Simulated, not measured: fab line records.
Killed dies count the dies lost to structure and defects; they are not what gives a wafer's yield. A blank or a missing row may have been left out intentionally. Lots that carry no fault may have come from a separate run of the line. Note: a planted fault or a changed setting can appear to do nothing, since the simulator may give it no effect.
Struck lot and sound lot, side by side    flow sky130    18 steps out of a route of 708
Sound: wafers L531.2, L531.5, L531.6. Wafers struck: L547.2, L547.4, L547.5. The cause is given at the end.
Each step with rows lists, per side, the tool, then ch with its chambers, then its first start. Under that, the readings that differ: sound wafers    struck wafers    difference of the means    sigmas: that difference in standard deviations of wafers without a fault.
alike: same words and numbers on both sides, and readings whose means sit less than 2 such deviations apart. not compared: any withheld reading, any reading some wafer has no value for, any bound like >300 that may hide the same value, and any number with overlapping values for which the record gives no deviation.
The two part at a step that has a row with sigmas, a row that says differs or no value, or rows on one side only. When numbers do not overlap yet have no deviation, they are printed without sigmas and do not part them. A reading that every wafer of one side lacks parts them only if that side has two wafers or more.

first, 5 steps without rows for these wafers: SKY_VIA4_COAT_06 (resist thk 1140 nm); SKY_VIA4_SOFTBAKE_07 (time 60 s); SKY_VIA4_EXPOSE_08 (exposes mask VIM4, target cd 800 nm); SKY_VIA4_PEB_09; SKY_VIA4_DEVELOP_10 (develop time 60 s).
SKY_VIA4_OVL_MEAS_11:
  struck on overlay-02, day 47 05:06; sound on overlay-01, day 42 23:52
  alike: VIA4_OVL
SKY_VIA4_ETCH_12: etches SiO2 in C4F8/O2/Ar, stops on TiN, target depth 580 nm.
  sound on rie-diel-02 ch 0,3, day 42 23:54; struck on rie-diel-02 ch 0,3, day 47 05:08
  alike: oes-product-au
SKY_VIA4_STRIP_13: strips in O2/N2.
  sound on plasma-asher-04 ch 0,1, day 42 23:59; struck on plasma-asher-03 ch 0,1, day 47 05:13
  alike: drypump-motor-current-A, oes-product-au, strip-time-to-endpoint-s
  not compared: rf-hours-counter-h
then, 3 steps without rows for these wafers: SKY_VIA4_STRIP_14 (strips in post etch residue remover, time 1200 s); SKY_VIA4_CLEAN_15 (cleans in IPA, time 180 s); SKY_VIA4_CLEAN_16 (cleans in O3/DIW).
SKY_VIA4_SPUTTER_17: material TiN, target thk 20 nm, time 80 s.
  struck on pvd-sputter-04, day 47 05:53; sound on pvd-sputter-04, day 43 00:34
  alike: throttle-valve-pct
SKY_VIA4_CVD_18: deposits W, target thk 505 nm, time 152.14 s.
  sound on cvd-w-01 ch 0,1, day 43 00:38; struck on cvd-w-02 ch 0,1, day 47 06:20
reading             sound        struck         difference  sigmas
heater-power-w (W)  862 871 858  1041 1068 927  +148        +2
SKY_VIA4_RS_MEAS_19: the measuring method here is four-point-probe.
  struck on film-metro-03, day 47 06:32; sound on film-metro-03, day 43 00:48
reading             sound                 struck                difference  sigmas
VIA4_W_RS (ohm/sq)  0.2324 0.2318 0.2303  0.1121 0.1134 0.1128  -0.1187     -54
SKY_VIA4_THK_MEAS_20: measures by xrf.
  struck on film-metro-03, day 47 06:38; sound on film-metro-03, day 43 00:55
reading          sound        struck  difference                     sigmas
VIA4_W_THK (nm)  491 493 498  - - -   no value on the struck wafers  
SKY_VIA4_CMP_21: polishes, stops on SiO2, t overpolish 25 s, target thk 0 nm.
  sound on cmp-02 ch 0,1, day 43 01:01; struck on cmp-02 ch 0,2, day 47 06:55
reading                 sound        struck       difference  sigmas
time-to-endpoint-s (s)  116 114 115  245 228 233  +120        +25
  alike: motor-current-A, overpolish-run-s
SKY_METAL5_SPUTTER_00: material Ti, target thk 15 nm, time 10 s.
  struck on pvd-sputter-01, day 47 07:10; sound on pvd-sputter-01, day 43 01:16
  alike: throttle-valve-pct
-- the record jumps here: 2 days lie between the struck wafers' starts before and after (it left off in module METAL5 and takes up again in module PAD_OPEN, whose first step shown is number 708 of the route) --
SKY_PAD_OPEN_PROBE_99:
  struck on prober-02, day 49 17:54; sound on prober-02, day 45 22:19
  alike: defect-limited-yield, killed_at_M0_to_M3, killed_at_M4_up, killed-at-contacts, killed-at-front-end, killed-at-other, killed-dies, killed-open, killed-short, sort_bin_3_pad_short, sort_bin_5_function, sort_bin_6_memory, sort-n-pass, sort-yield-pct

## WHERE THEY PART
At SKY_VIA4_CVD_18 first; at SKY_VIA4_CMP_21 last (within this record only). Later steps at which nothing parts them and some readings are alike: SKY_METAL5_SPUTTER_00, SKY_PAD_OPEN_PROBE_99.

WHY: what had been put in by the simulator
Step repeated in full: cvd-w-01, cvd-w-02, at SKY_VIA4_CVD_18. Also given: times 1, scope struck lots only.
